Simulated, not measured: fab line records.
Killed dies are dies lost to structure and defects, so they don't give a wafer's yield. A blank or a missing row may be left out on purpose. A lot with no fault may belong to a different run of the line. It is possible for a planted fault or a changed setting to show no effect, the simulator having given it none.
Code-filled problem report in 8D (eight disciplines) form	flow sky130	the parts of the form that need people (team, actions taken, sign-off) are left out

1. WHAT WENT WRONG
bias-w at SKY_POLY_GATE_ETCH_15 reads a mean of 74.0 W on 6 wafers of 2 lots; wafers without a fault read 99.9 W with a standard deviation of 0.31. That puts it -84 standard deviations away from the usual mean.
The step: etches BARC in N2/H2, stops on SiO2, time 118.5 s, target depth 110 nm.
First seen on wafer L174.2, day 19 10:50, on rie-diel-01. Wafers with a number at this step in the record: 39, from 13 lots. Rule for "out" (also "out of limits"): further than 4 standard deviations from the usual mean. All remaining wafers that have a number are taken as sound.

2. WHAT IT IS, WHAT IT ISN'T
question	is	is not
which readings at this step	bias-w	drypump-motor-current-A, oes-product-au, throttle-valve-pct
which lots	L174, L179	L167, L168, L169, L170, L181, L182, L184, L185, L187, L188, L189
which wafers of those lots	all that have a number	-
read on which tools	rie-diel-01	rie-diel-03, rie-diel-04
when	from day 19 10:50	up to then (12 sound wafers); but 21 sound wafers of L181, L182, L184, L185, L187, L188, L189 came after

3. SUSPECTS, AND WHAT RULES EACH OUT
Counting: a tool stays on the suspect list if, at a process step up to the reading, it processed all lots that are out and no sound lot following the first of them.
- rie-diel-01 at SKY_POLY_GATE_ETCH_15 (etches BARC in N2/H2, stops on SiO2, time 118.5 s, target depth 110 nm): ruled out as a lasting fault. Following L174 (day 19 10:50), the first lot on it that is out, the sound lots L189 were run on it.
Left after counting: nothing in the record.

4. THE CAUSE (what the simulator had put in)
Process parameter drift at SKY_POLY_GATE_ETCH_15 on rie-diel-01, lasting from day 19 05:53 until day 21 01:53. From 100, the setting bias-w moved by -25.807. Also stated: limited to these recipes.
Counting ruled it out, wrongly.

5. SEQUENCE OF EFFECTS, ordered by route
One row per reading whose mean, taken over the struck wafers that have a number, lies over 3 standard deviations from the usual. Readings are gone through only where the record gives a usual standard deviation; hours: the median, over the lots, of the time from a lot's start at the first step in this table giving one to that lot's start at this step; sigmas: the change measured in usual standard deviations.
hours	step	reading	usual	on struck wafers	change	sigmas
0	SKY_POLY_GATE_ETCH_15	bias-w	99.9 W	74.0	-25.9	-84
It contains these process steps:
- SKY_POLY_GATE_ETCH_15: etches BARC in N2/H2, stops on SiO2, time 118.5 s, target depth 110 nm.
At these later measuring or inspecting steps, every struck wafer for which the step has a row has a number for every such reading, and none has moved that far: SKY_CONTACT_CD_MEAS_14.

6. HOW IT WOULD HAVE BEEN CAUGHT EARLIER
First out-of-limits reading in this record: day 19 10:50, which is 5 hours after fault onset at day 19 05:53.
